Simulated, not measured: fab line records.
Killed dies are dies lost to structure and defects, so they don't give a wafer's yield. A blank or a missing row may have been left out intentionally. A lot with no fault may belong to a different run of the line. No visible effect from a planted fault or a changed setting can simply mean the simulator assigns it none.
What tool caused it? :: flow gf180mcu :: 18 wafers from 6 lots sampled at 3 of the route's 602 steps

== WHAT EACH GAUGE READ, for each wafer ==
GF_TOP_METAL_CD_MEAS_14: the cd target is 440 nm.
lot: L997
measured: day 27 22:17
on: cd-sem-01
cd-nm (nm): 438.9 439.4 438.7

lot: L103
measured: day 29 22:41
on: cd-sem-01
cd-nm (nm): 440.8 442.7 441.0

lot: L105
measured: day 30 23:56
on: cd-sem-02
cd-nm (nm): 440.7 440.0 441.0

lot: L107
measured: day 31 17:19
on: cd-sem-02
cd-nm (nm): 440.9 440.8 441.8

lot: L111
measured: day 33 00:29
on: cd-sem-01
cd-nm (nm): 441.4 438.9 440.3

lot: L116
measured: day 33 19:38
on: cd-sem-02
cd-nm (nm): 439.4 438.6 439.4

== WHICH TOOL RAN EACH LOT (tool, then ch and the chambers of the sampled wafers, then the start) ==
lot: L997
GF_M2_STRIP_18: wet-bench-03 ch 1, day 19 00:02
GF_TOP_METAL_SPUTTER_04: pvd-sputter-01, day 27 02:41

lot: L103
GF_M2_STRIP_18: wet-bench-01 ch 3, day 21 12:18
GF_TOP_METAL_SPUTTER_04: pvd-sputter-02, day 29 03:46

lot: L105
GF_M2_STRIP_18: wet-bench-01 ch 2, day 22 21:05
GF_TOP_METAL_SPUTTER_04: pvd-sputter-02, day 30 06:02

lot: L107
GF_M2_STRIP_18: wet-bench-02 ch 2, day 23 20:28
GF_TOP_METAL_SPUTTER_04: pvd-sputter-02, day 31 00:36

lot: L111
GF_M2_STRIP_18: wet-bench-01 ch 0, day 25 10:30
GF_TOP_METAL_SPUTTER_04: pvd-sputter-03, day 32 07:26

lot: L116
GF_M2_STRIP_18: wet-bench-02 ch 3, day 26 12:47
GF_TOP_METAL_SPUTTER_04: pvd-sputter-01, day 33 04:11
- GF_M2_STRIP_18: strips in post etch residue remover, time 1200 s.
- GF_TOP_METAL_SPUTTER_04: material TiN, target thk 25 nm, time 20.8 s.

== THE ANSWER, worked out from the rows above alone ==
Rule: the usual values come from the lots themselves. Put in order of their means at a reading, lots are off if they are a third of the lots or fewer, leave a main group of 4 or more, and stand apart from it by a gap of 3 or more times the standard deviation of the main group's means; of several such gaps the widest counts. The tables above print the reading to a certain number of digits; a main group whose means all agree to those digits is not used. Also off: a lot with no number at a reading for which 4 or more lots have one. Any other lot the step has rows for is counted as sound.
Across all readings shown, no lot is off: no conclusion can be drawn from this.

== WHAT WAS PUT IN BY THE SIMULATOR ==
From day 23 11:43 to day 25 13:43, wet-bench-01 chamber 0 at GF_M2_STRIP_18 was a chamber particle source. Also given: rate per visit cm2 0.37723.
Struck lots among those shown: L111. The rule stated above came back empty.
